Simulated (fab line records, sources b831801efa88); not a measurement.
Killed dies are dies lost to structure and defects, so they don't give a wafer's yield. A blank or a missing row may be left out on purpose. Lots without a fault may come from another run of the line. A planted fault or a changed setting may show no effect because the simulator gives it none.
Which tool did it? | flow sky130 | 24 lots, 72 wafers sampled, at 6 steps of a route of 708

WHAT THE GAUGES READ, wafer by wafer
SKY_FIELD_ISO_THK_MEAS_04. Usual: FIELD_ISO_CVD_03_THK 165.7 nm, standard deviation 1.4.
lot  | measured    | on            | FIELD_ISO_CVD_03_THK (nm) | flag
L074 | day 1 16:05 | film_metro-02 | 164.3 164.4 163.9         |
L075 | day 1 19:21 | film_metro-01 | 163.4 163.6 163.8         |
L076 | day 2 00:04 | film_metro-02 | 166.0 166.4 166.0         |
L077 | day 2 05:40 | film_metro-02 | 164.1 164.7 165.0         |
L078 | day 2 10:46 | film_metro-02 | 166.4 165.9 165.5         |
L079 | day 2 14:29 | film_metro-01 | 165.4 164.9 166.1         |
L080 | day 2 20:13 | film_metro-04 | 164.3 165.3 164.3         |
L081 | day 3 00:31 | film_metro-02 | 165.1 164.9 165.8         |
L082 | day 3 05:46 | film_metro-01 | 166.4 165.8 166.5         |
L083 | day 3 11:19 | film_metro-04 | 167.7 167.5 167.2         |
L084 | day 3 17:59 | film_metro-02 | 164.7 165.0 164.0         |
L085 | day 3 23:41 | film_metro-02 | 167.3 164.6 166.6         |
L086 | day 4 02:31 | film_metro-01 | 165.3 164.3 162.4         |
L087 | day 4 06:29 | film_metro-04 | 165.4 165.2 163.9         |
L088 | day 4 14:08 | film_metro-02 | 166.6 166.6 169.0         |
L089 | day 4 18:29 | film_metro-04 | 163.4 166.4 165.9         |
L090 | day 4 22:13 | film_metro-04 | 164.8 165.3 164.4         |
L091 | day 5 03:48 | film_metro-01 | 165.1 166.4 166.4         |
L092 | day 5 08:27 | film_metro-02 | 166.6 166.6 166.7         |
L093 | day 5 13:23 | film_metro-04 | 168.3 169.1 169.0         |
L094 | day 5 18:01 | film_metro-02 | 167.4 168.9 166.5         |
L095 | day 5 22:29 | film_metro-02 | 165.3 166.2 166.8         |
L096 | day 6 04:38 | film_metro-01 | 164.8 165.8 166.1         |
L097 | day 6 08:31 | film_metro-01 | 167.2 166.4 168.0         |

SKY_NWELL_OVL_MEAS_10. Usual: NWELL_00_OVL 1.7 nm, standard deviation 1.5.
lot  | measured     | on         | NWELL_00_OVL (nm) | flag
L074 | day 4 13:28  | overlay-01 | 1.0 1.4 -0.9      |
L075 | day 4 19:10  | overlay-02 | 0.9 2.0 -0.5      |
L076 | day 5 00:19  | overlay-01 | 2.6 3.0 3.4       |
L077 | day 5 04:13  | overlay-02 | -1.0 0.9 3.0      |
L078 | day 5 11:58  | overlay-01 | 0.5 -1.1 0.5      |
L079 | day 5 15:43  | overlay-02 | -2.0 1.8 2.1      |
L080 | day 6 03:10  | overlay-01 | 2.8 1.6 1.2       |
L081 | day 6 13:11  | overlay-01 | 0.6 0.9 0.7       |
L082 | day 6 16:34  | overlay-02 | 2.3 2.5 2.9       |
L083 | day 6 20:01  | overlay-02 | 6.0 6.6 2.0       |
L084 | day 7 04:13  | overlay-01 | 3.0 2.4 4.3       |
L085 | day 7 04:31  | overlay-01 | -0.6 0.8 -0.5     |
L086 | day 7 15:07  | overlay-02 | 0.6 2.5 3.2       |
L087 | day 7 15:58  | overlay-01 | 2.1 2.4 -0.3      |
L088 | day 7 20:37  | overlay-02 | 0.2 -1.9 0.7      |
L089 | day 8 05:34  | overlay-01 | 3.8 0.8 1.8       |
L090 | day 8 06:16  | overlay-02 | 2.8 1.4 1.7       |
L091 | day 8 11:28  | overlay-02 | 2.8 1.9 2.0       |
L092 | day 8 18:23  | overlay-01 | 3.0 2.5 0.6       |
L093 | day 9 06:07  | overlay-01 | 2.0 2.4 2.6       |
L094 | day 9 22:28  | overlay-01 | 0.0 -0.3 4.1      |
L095 | day 10 03:19 | overlay-01 | 3.1 3.5 2.8       |
L096 | day 10 02:58 | overlay-01 | 0.9 -0.1 2.0      |
L097 | day 10 11:11 | overlay-01 | 2.4 2.6 2.9       |

SKY_GATE_OXIDE_TW_MEAS_14. Usual: GATE_OXIDE_TW 224.8, standard deviation 0.9.
lot  | measured     | on            | GATE_OXIDE_TW     | flag
L074 | day 13 15:04 | film_metro-04 | 223.2 224.4 224.5 |
L075 | day 13 23:52 | film_metro-01 | 225.3 226.9 225.7 |
L076 | day 14 09:36 | film_metro-04 | 225.4 225.7 224.4 |
L077 | day 14 15:43 | film_metro-04 | 225.3 223.4 224.0 |
L078 | day 15 03:28 | film_metro-03 | 224.7 227.2 225.8 |
L079 | day 15 08:41 | film_metro-03 | 224.8 225.6 225.4 |
L080 | day 16 00:31 | film_metro-01 | 224.4 224.4 226.4 |
L081 | day 16 14:53 | film_metro-03 | 224.6 223.8 223.4 |
L082 | day 16 21:19 | film_metro-03 | 224.3 225.2 223.8 |
L083 | day 17 02:03 | film_metro-01 | 223.9 223.0 224.4 |
L084 | day 17 12:46 | film_metro-01 | 223.5 225.0 224.9 |
L085 | day 17 17:15 | film_metro-04 | 224.0 224.9 224.0 |
L086 | day 18 07:00 | film_metro-03 | 225.4 226.3 226.2 |
L087 | day 18 08:13 | film_metro-04 | 224.8 224.4 226.1 |
L088 | day 18 20:01 | film_metro-04 | 224.7 224.7 225.3 |
L089 | day 19 09:20 | film_metro-01 | 224.9 225.3 225.1 |
L090 | day 19 08:30 | film_metro-03 | 225.8 227.3 225.1 |
L091 | day 19 18:43 | film_metro-01 | 225.3 224.8 226.2 |
L092 | day 20 02:41 | film_metro-04 | 225.7 225.6 225.3 |
L093 | day 20 21:28 | film_metro-01 | 225.2 225.2 225.6 |
L094 | day 21 16:40 | film_metro-03 | 224.9 225.4 223.8 |
L095 | day 22 02:30 | film_metro-01 | 224.2 223.7 223.8 |
L096 | day 22 03:03 | film_metro-04 | 224.4 224.9 224.3 |
L097 | day 22 11:26 | film_metro-01 | 224.1 223.8 224.2 |

SKY_POLY_GATE_CD_MEAS_22. Usual: cd_nm 148.6 nm, standard deviation 2.3.
lot  | measured     | on        | cd_nm (nm)        | flag
L074 | day 16 06:05 | cd_sem-02 | 147.3 148.8 152.3 |
L075 | day 16 15:57 | cd_sem-01 | 149.3 146.6 149.7 |
L076 | day 17 04:27 | cd_sem-02 | 146.9 150.1 147.4 |
L077 | day 17 11:53 | cd_sem-01 | 147.0 152.9 149.0 |
L078 | day 17 19:57 | cd_sem-02 | 146.3 144.0 146.9 |
L079 | day 18 02:04 | cd_sem-02 | 148.7 149.9 147.0 |
L080 | day 18 19:58 | cd_sem-01 | 150.1 151.4 150.4 |
L081 | day 19 12:21 | cd_sem-02 | 151.8 151.4 151.6 |
L082 | day 19 17:31 | cd_sem-02 | 149.8 150.1 150.8 |
L083 | day 19 22:37 | cd_sem-01 | 147.8 146.5 150.4 |
L084 | day 20 12:33 | cd_sem-02 | 151.9 151.4 148.4 |
L085 | day 20 17:05 | cd_sem-02 | 146.5 145.3 148.3 |
L086 | day 21 04:31 | cd_sem-02 | 146.8 148.3 148.2 |
L087 | day 21 06:37 | cd_sem-02 | 149.0 149.9 149.6 |
L088 | day 21 19:38 | cd_sem-01 | 153.4 151.2 149.3 |
L089 | day 22 10:15 | cd_sem-02 | 152.4 150.9 147.7 |
L090 | day 22 06:37 | cd_sem-02 | 146.6 146.3 149.0 |
L091 | day 22 17:28 | cd_sem-01 | 150.7 151.0 148.3 |
L092 | day 23 00:17 | cd_sem-02 | 148.6 151.1 149.7 |
L093 | day 23 17:38 | cd_sem-02 | 148.9 147.1 150.0 |
L094 | day 24 11:40 | cd_sem-01 | 148.3 146.6 143.3 |
L095 | day 24 23:13 | cd_sem-02 | 148.4 149.6 145.5 |
L096 | day 25 00:20 | cd_sem-01 | 149.4 147.1 151.0 |
L097 | day 25 10:02 | cd_sem-02 | 148.8 146.3 149.3 |

SKY_LDD_HVP_TW_MEAS_10. Usual: LDD_HVP_TW 456.8, standard deviation 2.1.
lot  | measured     | on            | LDD_HVP_TW        | flag
L074 | day 21 09:57 | film_metro-02 | 460.1 456.5 455.6 |
L075 | day 21 18:46 | film_metro-02 | 454.5 455.7 454.5 |
L076 | day 22 08:57 | film_metro-01 | 458.0 456.7 455.5 |
L077 | day 22 18:41 | film_metro-03 | 454.9 454.2 453.8 |
L078 | day 22 23:33 | film_metro-02 | 455.0 453.9 457.1 |
L079 | day 23 10:36 | film_metro-01 | 457.8 457.6 456.9 |
L080 | day 24 02:01 | film_metro-02 | 456.2 457.3 459.8 |
L081 | day 24 18:55 | film_metro-01 | 458.3 458.4 458.3 |
L082 | day 24 22:49 | film_metro-03 | 460.2 460.4 463.6 |
L083 | day 25 04:54 | film_metro-03 | 454.9 455.1 456.6 |
L084 | day 25 16:36 | film_metro-03 | 456.4 458.4 455.7 |
L085 | day 25 23:30 | film_metro-01 | 458.0 455.7 455.6 |
L086 | day 26 08:54 | film_metro-02 | 455.2 455.6 459.0 |
L087 | day 26 12:08 | film_metro-02 | 455.0 456.7 457.2 |
L088 | day 26 22:51 | film_metro-03 | 455.7 457.3 457.6 |
L089 | day 27 12:27 | film_metro-02 | 453.2 451.3 449.8 |
L090 | day 27 13:21 | film_metro-01 | 458.0 459.7 458.6 |
L091 | day 27 20:27 | film_metro-03 | 458.6 460.1 457.5 |
L092 | day 28 01:43 | film_metro-02 | 455.7 459.7 456.6 |
L093 | day 28 16:40 | film_metro-01 | 454.0 456.1 455.7 |
L094 | day 29 10:51 | film_metro-02 | 456.7 456.0 457.3 |
L095 | day 29 21:03 | film_metro-03 | 458.2 458.1 456.6 |
L096 | day 29 22:09 | film_metro-01 | 456.9 458.9 455.3 |
L097 | day 30 07:40 | film_metro-01 | 458.1 456.3 456.2 |

SKY_SPACER_THK_MEAS_01. Usual: SPACER_CVD_00_THK 43.0 nm, standard deviation 0.36.
lot  | measured     | on            | SPACER_CVD_00_THK (nm) | flag
L074 | day 22 22:56 | film_metro-03 | 42.7 43.1 42.9         |
L075 | day 23 04:45 | film_metro-03 | 43.3 43.4 43.2         |
L076 | day 23 17:40 | film_metro-01 | 43.1 43.2 43.3         |
L077 | day 24 04:26 | film_metro-01 | 42.8 43.0 42.8         |
L078 | day 24 08:25 | film_metro-04 | 42.3 42.5 42.6         |
L079 | day 24 19:29 | film_metro-01 | 42.7 42.7 43.1         |
L080 | day 25 11:03 | film_metro-04 | 43.1 43.1 43.1         |
L081 | day 26 02:47 | film_metro-04 | 42.8 42.2 42.4         |
L082 | day 26 07:57 | film_metro-03 | 42.7 42.6 42.5         |
L083 | day 26 12:43 | film_metro-01 | 42.7 42.8 42.6         |
L084 | day 26 23:55 | film_metro-01 | 42.6 42.7 42.6         |
L085 | day 27 05:46 | film_metro-01 | 43.3 43.7 43.2         |
L086 | day 27 15:55 | film_metro-04 | 42.8 42.9 43.5         |
L087 | day 27 19:16 | film_metro-03 | 43.3 43.5 43.0         |
L088 | day 28 05:41 | film_metro-01 | 43.4 43.3 43.3         |
L089 | day 28 19:38 | film_metro-01 | 43.5 43.2 43.9         |
L090 | day 28 22:11 | film_metro-03 | 43.0 43.4 43.2         |
L091 | day 29 04:33 | film_metro-04 | 43.1 43.1 43.1         |
L092 | day 29 09:16 | film_metro-03 | 42.5 42.5 42.5         |
L093 | day 29 23:58 | film_metro-03 | 43.0 43.2 42.9         |
L094 | day 30 17:07 | film_metro-01 | 43.1 43.5 43.3         |
L095 | day 31 03:44 | film_metro-04 | 43.4 43.0 42.8         |
L096 | day 31 05:32 | film_metro-01 | 43.2 42.9 42.9         |
L097 | day 31 13:48 | film_metro-01 | 43.7 43.8 43.5         |

WHICH TOOL RAN EACH LOT (tool, then ch and the chambers of the sampled wafers, then the start)
The record holds no process step before these readings.

WHAT THE TOOLS THEMSELVES READ (means of the sampled wafers that have a number; where no wafer has one, the mark that the record gives instead)
The record holds no such reading with a usual standard deviation.

THE ANSWER, worked out from the rows above alone
Rule: a lot is off if the mean of its wafers that have a number lies more than 3 standard deviations from the usual mean. A lot without any number at a reading at which 4 lots or more have one is off too. The other lots that the step has rows for count as sound. The gauges are gone through in route order, then the tools' own readings, and for those a lot's mean is taken as printed above. The first step at which some lot is off is used, and at that step the reading that is off furthest; a lot without a number counts as furthest.
No lot is off at any reading shown: from this, nothing can be told.

WHAT THE SIMULATOR HAD PUT IN
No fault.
